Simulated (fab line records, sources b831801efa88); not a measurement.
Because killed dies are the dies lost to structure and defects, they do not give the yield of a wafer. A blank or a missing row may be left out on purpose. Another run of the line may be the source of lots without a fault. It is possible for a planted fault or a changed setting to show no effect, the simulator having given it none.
The tool behind it: which one? :: flow gf180mcu :: 12 lots, 36 wafers sampled, at 8 steps of a route of 602

WHAT THE GAUGES SHOWED, per wafer
GF_CONTACT_OVL_MEAS_15.
lot: L861
measured: day 16 23:22
on: overlay-02
CONTACT_OVL (nm): 11 14 6

lot: L863
measured: day 17 15:48
on: overlay-01
CONTACT_OVL (nm): 0 -4 1

lot: L864
measured: day 17 23:58
on: overlay-01
CONTACT_OVL (nm): 4 -6 7

lot: L865
measured: day 18 05:39
on: overlay-01
CONTACT_OVL (nm): 5 4 3

lot: L868
measured: day 19 09:46
on: overlay-02
CONTACT_OVL (nm): -5 4 4

lot: L869
measured: day 19 22:30
on: overlay-01
CONTACT_OVL (nm): -4 -1 2

lot: L871
measured: day 20 07:56
on: overlay-01
CONTACT_OVL (nm): -5 -5 0

lot: L876
measured: day 22 10:16
on: overlay-02
CONTACT_OVL (nm): -2 -2 5

lot: L877
measured: day 22 16:49
on: overlay-02
CONTACT_OVL (nm): 7 4 3

lot: L878
measured: day 23 00:04
on: overlay-02
CONTACT_OVL (nm): -4 -2 -5

lot: L883
measured: day 24 11:34
on: overlay-01
CONTACT_OVL (nm): -1 5 -3

lot: L884
measured: day 24 20:31
on: overlay-01
CONTACT_OVL (nm): -6 -3 -8

GF_M1_RS_MEAS_05: a four-point-probe measurement.
lot: L861
measured: day 17 00:52
on: filmMetro-02
M1_ALCU_RS (ohm/sq): 0.0686 0.0688 0.0689

lot: L863
measured: day 17 17:12
on: filmMetro-01
M1_ALCU_RS (ohm/sq): 0.0698 0.0696 0.0698

lot: L864
measured: day 18 01:22
on: filmMetro-03
M1_ALCU_RS (ohm/sq): 0.0702 0.0697 0.0695

lot: L865
measured: day 18 07:04
on: filmMetro-02
M1_ALCU_RS (ohm/sq): 0.0695 0.0698 0.0702

lot: L868
measured: day 19 11:11
on: filmMetro-01
M1_ALCU_RS (ohm/sq): 0.0700 0.0701 0.0704

lot: L869
measured: day 19 23:54
on: filmMetro-02
M1_ALCU_RS (ohm/sq): 0.0701 0.0699 0.0704

lot: L871
measured: day 20 09:23
on: filmMetro-01
M1_ALCU_RS (ohm/sq): 0.0685 0.0696 0.0689

lot: L876
measured: day 22 11:41
on: filmMetro-02
M1_ALCU_RS (ohm/sq): 0.2661 0.0699 0.2496

lot: L877
measured: day 22 18:18
on: filmMetro-03
M1_ALCU_RS (ohm/sq): 0.0699 0.2568 0.0694

lot: L878
measured: day 23 01:28
on: filmMetro-02
M1_ALCU_RS (ohm/sq): 0.0699 0.0703 0.0699

lot: L883
measured: day 24 13:04
on: filmMetro-01
M1_ALCU_RS (ohm/sq): 0.0703 0.0692 0.0688

lot: L884
measured: day 24 22:00
on: filmMetro-01
M1_ALCU_RS (ohm/sq): 0.0698 0.0692 0.0701

GF_M1_THK_MEAS_06: measures by xrf.
lot: L861
measured: day 17 00:59
on: filmMetro-02
M1_ALCU_THK (nm): 458 459 458

lot: L863
measured: day 17 17:19
on: filmMetro-01
M1_ALCU_THK (nm): 450 451 451

lot: L864
measured: day 18 01:29
on: filmMetro-03
M1_ALCU_THK (nm): 449 450 454

lot: L865
measured: day 18 07:11
on: filmMetro-02
M1_ALCU_THK (nm): 454 454 449

lot: L868
measured: day 19 11:18
on: filmMetro-01
M1_ALCU_THK (nm): 453 452 448

lot: L869
measured: day 20 00:01
on: filmMetro-02
M1_ALCU_THK (nm): 451 448 447

lot: L871
measured: day 20 09:28
on: filmMetro-01
M1_ALCU_THK (nm): 465 452 455

lot: L876
measured: day 22 11:47
on: filmMetro-02
M1_ALCU_THK (nm): 125 455 132

lot: L877
measured: day 22 18:24
on: filmMetro-03
M1_ALCU_THK (nm): 451 127 451

lot: L878
measured: day 23 01:35
on: filmMetro-02
M1_ALCU_THK (nm): 449 450 453

lot: L883
measured: day 24 13:11
on: filmMetro-01
M1_ALCU_THK (nm): 446 455 457

lot: L884
measured: day 24 22:07
on: filmMetro-01
M1_ALCU_THK (nm): 449 457 447

GF_V1_BOW_MEAS_05.
lot: L861
measured: day 18 02:25
on: filmMetro-04
V1_BOW (um): 85 81 76

lot: L863
measured: day 18 18:29
on: filmMetro-03
V1_BOW (um): 78 93 81

lot: L864
measured: day 19 03:11
on: filmMetro-01
V1_BOW (um): 81 88 85

lot: L865
measured: day 19 09:20
on: filmMetro-01
V1_BOW (um): 89 83 81

lot: L868
measured: day 20 12:52
on: filmMetro-01
V1_BOW (um): 85 83 88

lot: L869
measured: day 21 01:47
on: filmMetro-03
V1_BOW (um): 66 69 80

lot: L871
measured: day 21 11:35
on: filmMetro-04
V1_BOW (um): 89 85 71

lot: L876
measured: day 23 12:32
on: filmMetro-01
V1_BOW (um): 113 76 98

lot: L877
measured: day 23 19:14
on: filmMetro-04
V1_BOW (um): 75 103 74

lot: L878
measured: day 24 02:34
on: filmMetro-04
V1_BOW (um): 88 82 82

lot: L883
measured: day 25 13:03
on: filmMetro-04
V1_BOW (um): 88 75 93

lot: L884
measured: day 25 20:58
on: filmMetro-01
V1_BOW (um): 75 84 79

GF_V2_BOW_MEAS_05.
lot: L861
measured: day 20 06:40
on: filmMetro-04
V2_BOW (um): 98 97 91

lot: L863
measured: day 20 23:07
on: filmMetro-04
V2_BOW (um): 95 111 97

lot: L864
measured: day 21 07:22
on: filmMetro-02
V2_BOW (um): 105 110 108

lot: L865
measured: day 21 14:00
on: filmMetro-04
V2_BOW (um): 103 98 97

lot: L868
measured: day 22 17:32
on: filmMetro-04
V2_BOW (um): 103 101 106

lot: L869
measured: day 23 05:03
on: filmMetro-02
V2_BOW (um): 75 79 89

lot: L871
measured: day 23 15:14
on: filmMetro-03
V2_BOW (um): 111 108 94

lot: L876
measured: day 25 13:33
on: filmMetro-03
V2_BOW (um): 133 97 117

lot: L877
measured: day 25 19:11
on: filmMetro-03
V2_BOW (um): 99 126 96

lot: L878
measured: day 26 02:14
on: filmMetro-03
V2_BOW (um): 114 109 109

lot: L883
measured: day 27 10:55
on: filmMetro-04
V2_BOW (um): 109 99 115

lot: L884
measured: day 27 17:37
on: filmMetro-04
V2_BOW (um): 95 102 97

TOOL THAT RAN EACH LOT (tool first, then ch and the chambers of the sampled wafers, then the start)
lot: L861
GF_CONTACT_SPUTTER_23: pvdSputter-01, day 16 23:56
GF_M1_SPUTTER_01: pvdSputter-01, day 17 00:44
GF_M1_SPUTTER_02: pvdSputter-01, day 17 00:46

lot: L863
GF_CONTACT_SPUTTER_23: pvdSputter-03, day 17 16:22
GF_M1_SPUTTER_01: pvdSputter-01, day 17 17:05
GF_M1_SPUTTER_02: pvdSputter-01, day 17 17:07

lot: L864
GF_CONTACT_SPUTTER_23: pvdSputter-03, day 18 00:31
GF_M1_SPUTTER_01: pvdSputter-02, day 18 01:14
GF_M1_SPUTTER_02: pvdSputter-02, day 18 01:16

lot: L865
GF_CONTACT_SPUTTER_23: pvdSputter-03, day 18 06:13
GF_M1_SPUTTER_01: pvdSputter-01, day 18 06:56
GF_M1_SPUTTER_02: pvdSputter-01, day 18 06:58

lot: L868
GF_CONTACT_SPUTTER_23: pvdSputter-01, day 19 10:20
GF_M1_SPUTTER_01: pvdSputter-03, day 19 11:03
GF_M1_SPUTTER_02: pvdSputter-03, day 19 11:05

lot: L869
GF_CONTACT_SPUTTER_23: pvdSputter-01, day 19 23:04
GF_M1_SPUTTER_01: pvdSputter-02, day 19 23:47
GF_M1_SPUTTER_02: pvdSputter-02, day 19 23:49

lot: L871
GF_CONTACT_SPUTTER_23: pvdSputter-04, day 20 08:29
GF_M1_SPUTTER_01: pvdSputter-02, day 20 09:12
GF_M1_SPUTTER_02: pvdSputter-02, day 20 09:14

lot: L876
GF_CONTACT_SPUTTER_23: pvdSputter-03, day 22 10:49
GF_M1_SPUTTER_01: pvdSputter-02, day 22 11:32
GF_M1_SPUTTER_02: pvdSputter-02, day 22 11:34

lot: L877
GF_CONTACT_SPUTTER_23: pvdSputter-03, day 22 17:23
GF_M1_SPUTTER_01: pvdSputter-02, day 22 18:08
GF_M1_SPUTTER_02: pvdSputter-02, day 22 18:10

lot: L878
GF_CONTACT_SPUTTER_23: pvdSputter-04, day 23 00:38
GF_M1_SPUTTER_01: pvdSputter-01, day 23 01:21
GF_M1_SPUTTER_02: pvdSputter-01, day 23 01:23

lot: L883
GF_CONTACT_SPUTTER_23: pvdSputter-03, day 24 12:07
GF_M1_SPUTTER_01: pvdSputter-03, day 24 12:57
GF_M1_SPUTTER_02: pvdSputter-03, day 24 12:59

lot: L884
GF_CONTACT_SPUTTER_23: pvdSputter-01, day 24 21:10
GF_M1_SPUTTER_01: pvdSputter-01, day 24 21:53
GF_M1_SPUTTER_02: pvdSputter-01, day 24 21:55
- GF_CONTACT_SPUTTER_23: material TiN, target thk 10 nm, time 40 s.
- GF_M1_SPUTTER_01: material TiN, target thk 30 nm, time 25 s.
- GF_M1_SPUTTER_02: material AlCu, target thk 450 nm, time 23.9 s.

AS READ BY THE TOOLS THEMSELVES (means over the sampled wafers that have a number; for cases with no such wafer, the mark the record gives instead)
GF_CONTACT_SPUTTER_23.
lot: L861
tool: pvdSputter-01
throttleValvePct (%): 30.3

lot: L863
tool: pvdSputter-03
throttleValvePct (%): 30.1

lot: L864
tool: pvdSputter-03
throttleValvePct (%): 30.7

lot: L865
tool: pvdSputter-03
throttleValvePct (%): 30.6

lot: L868
tool: pvdSputter-01
throttleValvePct (%): 30.2

lot: L869
tool: pvdSputter-01
throttleValvePct (%): 29.8

lot: L871
tool: pvdSputter-04
throttleValvePct (%): 30.3

lot: L876
tool: pvdSputter-03
throttleValvePct (%): 30.1

lot: L877
tool: pvdSputter-03
throttleValvePct (%): 30.5

lot: L878
tool: pvdSputter-04
throttleValvePct (%): 30.2

lot: L883
tool: pvdSputter-03
throttleValvePct (%): 30.6

lot: L884
tool: pvdSputter-01
throttleValvePct (%): 29.7

GF_M1_SPUTTER_01.
lot: L861
tool: pvdSputter-01
throttleValvePct (%): 29.9

lot: L863
tool: pvdSputter-01
throttleValvePct (%): 30.5

lot: L864
tool: pvdSputter-02
throttleValvePct (%): 29.5

lot: L865
tool: pvdSputter-01
throttleValvePct (%): 29.8

lot: L868
tool: pvdSputter-03
throttleValvePct (%): 30.9

lot: L869
tool: pvdSputter-02
throttleValvePct (%): 30.1

lot: L871
tool: pvdSputter-02
throttleValvePct (%): 30.0

lot: L876
tool: pvdSputter-02
throttleValvePct (%): 29.8

lot: L877
tool: pvdSputter-02
throttleValvePct (%): 30.1

lot: L878
tool: pvdSputter-01
throttleValvePct (%): 29.8

lot: L883
tool: pvdSputter-03
throttleValvePct (%): 30.1

lot: L884
tool: pvdSputter-01
throttleValvePct (%): 29.6

GF_M1_SPUTTER_02.
lot: L861
tool: pvdSputter-01
throttleValvePct (%): 29.9

lot: L863
tool: pvdSputter-01
throttleValvePct (%): 30.6

lot: L864
tool: pvdSputter-02
throttleValvePct (%): 29.7

lot: L865
tool: pvdSputter-01
throttleValvePct (%): 29.7

lot: L868
tool: pvdSputter-03
throttleValvePct (%): 31.0

lot: L869
tool: pvdSputter-02
throttleValvePct (%): 29.7

lot: L871
tool: pvdSputter-02
throttleValvePct (%): 30.0

lot: L876
tool: pvdSputter-02
throttleValvePct (%): 29.9

lot: L877
tool: pvdSputter-02
throttleValvePct (%): 30.0

lot: L878
tool: pvdSputter-01
throttleValvePct (%): 29.7

lot: L883
tool: pvdSputter-03
throttleValvePct (%): 30.1

lot: L884
tool: pvdSputter-01
throttleValvePct (%): 29.8

THE ANSWER, worked out from the rows above alone
Rule: usual is defined by the lots themselves. The widest of any qualifying gaps counts: lots, ordered by their means at a reading, are off when they make up no more than a third of the lots, leave a main group of 4 or more, and stand apart from it by 3 or more times the standard deviation of that group's means. A main group is skipped when, at the precision printed for the reading in the tables above, its means are all equal. A lot without any number at a reading at which 4 lots or more have one is off too. Any other lot the step has rows for is counted as sound. First the gauges in route order, then the tools' own readings, where a lot's mean is used as printed above. At the first step where some lot is off, the reading lying furthest off is the one used; lots without a number count as furthest.
Off: L876, L877, at GF_M1_RS_MEAS_05 (M1_ALCU_RS). Main group: mean 0.0697 ohm/sq, sd 0.00044.
A tool fits if, at a process step before that reading, it ran every lot that is off, and no sound lot after the first of them. Gauges at GF_M1_RS_MEAS_05: tried the same way as those tools. One fits: pvdSputter-02 at GF_M1_SPUTTER_01 and GF_M1_SPUTTER_02. At GF_M1_SPUTTER_01 its last sound lot is L871 (day 20 09:12), its first lot that is off L876 (day 22 11:32): a fault that began between those two fits.

WHAT HAD BEEN PUT IN BY THE SIMULATOR
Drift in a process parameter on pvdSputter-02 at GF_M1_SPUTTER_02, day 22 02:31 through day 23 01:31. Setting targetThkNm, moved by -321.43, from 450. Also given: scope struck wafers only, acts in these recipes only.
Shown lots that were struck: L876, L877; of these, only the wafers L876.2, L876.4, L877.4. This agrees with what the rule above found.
